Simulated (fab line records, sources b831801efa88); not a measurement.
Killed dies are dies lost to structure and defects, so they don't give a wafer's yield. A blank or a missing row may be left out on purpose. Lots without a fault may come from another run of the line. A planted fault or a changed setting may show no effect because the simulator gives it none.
Split-lot experiment | flow sky130 | 5 lots, 23 wafers read, on a route of 708 steps

THE SPLIT
At SKY_POLY_CUT_EXPOSE_05 (exposes mask NPCM, target cd 270 nm), the setting dose_mj was moved away from the recipe's 32 on 6 of the 23 wafers read, by +2.3% to +7.1%. The other wafers ran this setting at the recipe's value.

FROM THE SPLIT TO THE READING: what the file shows between them, 2 steps
- SKY_POLY_CUT_PEB_06
- SKY_POLY_CUT_DEVELOP_07: develop time 60 s

THE READING
cd_nm, in nm, at SKY_POLY_CUT_CD_MEAS_08 (target cd 270 nm). Fault-free wafers of this fab line usually give 269.9 nm, standard deviation 1.7 nm.

wafer  | tool, chamber at the split | dose_mj as run | against the recipe | cd_nm, nm | against lot-mates on the recipe
L076.2 | krf_scanner-02, 0          | 32             | recipe             | 271.2     | -
L076.3 | krf_scanner-02, 0          | 32             | recipe             | 270.2     | -
L076.4 | krf_scanner-02, 0          | 32             | recipe             | 271.1     | -
L080.1 | krf_scanner-02, 0          | 34.27          | +7.1%              | 284.5     | +12.6
L080.2 | krf_scanner-02, 0          | 34.27          | +7.1%              | 283.4     | +11.5
L080.3 | krf_scanner-02, 0          | 32             | recipe             | 272.2     | -
L080.4 | krf_scanner-02, 0          | 32             | recipe             | 271.6     | -
L080.6 | krf_scanner-02, 0          | 34.27          | +7.1%              | 284.8     | +12.9
L081.1 | krf_scanner-02, 0          | 32             | recipe             | 270.5     | -
L081.2 | krf_scanner-02, 0          | 32             | recipe             | 270.3     | -
L081.3 | krf_scanner-02, 0          | 32             | recipe             | 271.2     | -
L081.4 | krf_scanner-02, 0          | 32             | recipe             | 270.0     | -
L081.5 | krf_scanner-02, 0          | 32             | recipe             | 271.0     | -
L083.2 | krf_scanner-01, 0          | 32.75          | +2.3%              | 273.5     | +5.3
L083.3 | krf_scanner-01, 0          | 32.75          | +2.3%              | 272.2     | +4.0
L083.4 | krf_scanner-01, 0          | 32             | recipe             | 268.4     | -
L083.5 | krf_scanner-01, 0          | 32             | recipe             | 268.0     | -
L083.6 | krf_scanner-01, 0          | 32.75          | +2.3%              | 273.5     | +5.3
L082.1 | krf_scanner-02, 0          | 32             | recipe             | 269.1     | -
L082.2 | krf_scanner-02, 0          | 32             | recipe             | 267.8     | -
L082.3 | krf_scanner-02, 0          | 32             | recipe             | 267.9     | -
L082.4 | krf_scanner-02, 0          | 32             | recipe             | 269.2     | -
L082.6 | krf_scanner-02, 0          | 32             | recipe             | 268.8     | -

THE FIT
A straight line over all 23 wafers: cd_nm changes by +1.98 nm for each +1% of dose_mj; r = +0.96; the points scatter about the line by 1.4 nm.
The same after taking each lot's own level away (the mean of its wafers on the recipe; 23 wafers): +1.76 nm for each +1%; r = +0.99; scatter 0.59 nm.
On that fit, the largest move of dose_mj shifts the reading by 12 nm.
The lots' own levels span 268.20 to 271.90 nm, that is 2.2 times the standard deviation above.
So the lot-to-lot level changes the slope: the two fits differ.
Check: with one of the wafers moved furthest among these (+7.1%) left out of the fit, the line predicts +12.5 nm for it against its lot-mates. It came out at +12.6 nm against them.

OTHER SPLITS ON THESE WAFERS
These wafers also went through other splits before the reading. Each is held against what the fit with the lots' levels taken away leaves over:
other split on the same wafers    | wafers away from the commonest value | r with cd_nm (lot level and that fit taken away)
SKY_LDD_P_IMPLANT_09 dose_cm2     | 10                                   | +0.07
SKY_LDD_HVP_IMPLANT_08 energy_kev | 8                                    | +0.27

THE WHOLE CHAIN: every reading that the file lists as answering this split, in the file's order
step                    | what it does                                                         | reading                                                         | change (the file's fit)              | r (the file's)
SKY_POLY_CUT_CD_MEAS_08 | target cd 270 nm                                                     | cd_nm                                                           | +1.77 nm for each +1% of the setting | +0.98
SKY_POLY_CUT_ETCH_10    | etches BARC in N2/H2, stops on SiO2, time 45.9 s, target depth 60 nm | POLY_CUT.cd_nm (the simulator's own value, which no gauge read) | +1.77 nm for each +1% of the setting | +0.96

THE FILE'S OWN FIT
cd_nm changes by +1.77 nm for each +1% of dose_mj, r = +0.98.
